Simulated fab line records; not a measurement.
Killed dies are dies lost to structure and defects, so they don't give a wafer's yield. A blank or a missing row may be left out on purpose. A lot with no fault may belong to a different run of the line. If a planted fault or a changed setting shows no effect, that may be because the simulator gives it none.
The tool behind it: which one? -- flow sky130 -- 45 wafers from 15 lots sampled at 2 of the route's 708 steps

## WHAT THE GAUGES SHOWED, per wafer
SKY_POLY_GATE_CD_MEAS_22. Usual: cd_nm reads 150 nm (standard deviation 3.1).
lot,measured,on,cd_nm (nm),flag
L684,day 16 18:45,cd_sem-01,151 150 149,
L685,day 17 07:03,cd_sem-02,147 149 147,
L687,day 18 06:23,cd_sem-01,150 149 148,
L686,day 18 09:01,cd_sem-01,150 150 151,
L689,day 18 21:33,cd_sem-02,153 157 157,
L691,day 19 19:22,cd_sem-02,154 153 156,
L692,day 20 09:57,cd_sem-02,157 156 155,
L693,day 20 14:49,cd_sem-02,147 150 152,
L694,day 20 23:13,cd_sem-02,149 151 149,
L696,day 21 17:05,cd_sem-02,151 149 149,
L697,day 22 03:15,cd_sem-01,150 155 149,
L698,day 22 10:29,cd_sem-01,149 151 149,
L704,day 24 10:33,cd_sem-02,150 149 149,
L706,day 25 00:11,cd_sem-01,150 151 152,
L707,day 25 18:03,cd_sem-01,155 152 150,

## TOOL THAT RAN EACH LOT (tool first, then ch and the chambers of the sampled wafers, then the start)
lot,SKY_VT_ADJUST_PCH_STRIP_09
L684,"plasma_asher-03 ch 0,1, day 10 09:38"
L685,"plasma_asher-03 ch 0,1, day 10 22:41"
L687,"plasma_asher-03 ch 0,1, day 11 20:10"
L686,"plasma_asher-03 ch 0,1, day 11 22:04"
L689,"plasma_asher-02 ch 0,1, day 12 07:47"
L691,"plasma_asher-04 ch 0,1, day 13 03:40"
L692,"plasma_asher-04 ch 0,1, day 13 13:59"
L693,"plasma_asher-03 ch 0,1, day 13 18:12"
L694,"plasma_asher-03 ch 0,1, day 14 04:13"
L696,"plasma_asher-02 ch 0, day 14 15:01"
L697,"plasma_asher-02 ch 0,1, day 15 06:35"
L698,"plasma_asher-02 ch 0,1, day 15 12:09"
L704,"plasma_asher-04 ch 0,1, day 17 14:17"
L706,"plasma_asher-03 ch 0,1, day 18 02:32"
L707,"plasma_asher-04 ch 0,1, day 18 11:13"
- SKY_VT_ADJUST_PCH_STRIP_09: strips in O2/N2.

## AS READ BY THE TOOLS THEMSELVES (means over the sampled wafers that have a number; for cases with no such wafer, the mark the record gives instead)
SKY_VT_ADJUST_PCH_STRIP_09. Usual: drypump_motor_current_A 5.9 A, standard deviation 0.41; oes_product_au 0.722 a.u., standard deviation 0.0045; strip_time_to_endpoint_s 36.89 s, standard deviation 0.1.
lot,tool,drypump_motor_current_A (A),oes_product_au (a.u.),strip_time_to_endpoint_s (s),flag
L684,plasma_asher-03,6.2,0.727,37.07,
L685,plasma_asher-03,6.2,0.723,36.74,
L687,plasma_asher-03,6.2,0.719,36.85,
L686,plasma_asher-03,6.2,0.722,36.86,
L689,plasma_asher-02,6.0,0.721,36.80,
L691,plasma_asher-04,5.4,0.719,36.83,
L692,plasma_asher-04,5.1,0.722,37.00,
L693,plasma_asher-03,6.2,0.724,36.87,
L694,plasma_asher-03,6.2,0.723,36.96,
L696,plasma_asher-02,5.8,0.724,36.97,
L697,plasma_asher-02,5.9,0.717,36.96,
L698,plasma_asher-02,6.0,0.719,36.82,
L704,plasma_asher-04,5.1,0.724,37.05,
L706,plasma_asher-03,6.2,0.725,36.84,
L707,plasma_asher-04,5.1,0.718,36.95,

## THE ANSWER, worked out from the rows above alone
Rule: a lot counts as off when the mean over its wafers that have a number is more than 3 standard deviations away from the usual mean. Also off: a lot with no number at a reading for which 4 or more lots have one. The other lots that the step has rows for count as sound. The gauges are gone through in route order, then the tools' own readings, and for those a lot's mean is taken as printed above. The first step at which some lot is off is used, and at that step the reading that is off furthest; a lot without a number counts as furthest.
No lot is off on any of the readings shown, so nothing can be concluded from this.

## WHAT HAD BEEN PUT IN BY THE SIMULATOR
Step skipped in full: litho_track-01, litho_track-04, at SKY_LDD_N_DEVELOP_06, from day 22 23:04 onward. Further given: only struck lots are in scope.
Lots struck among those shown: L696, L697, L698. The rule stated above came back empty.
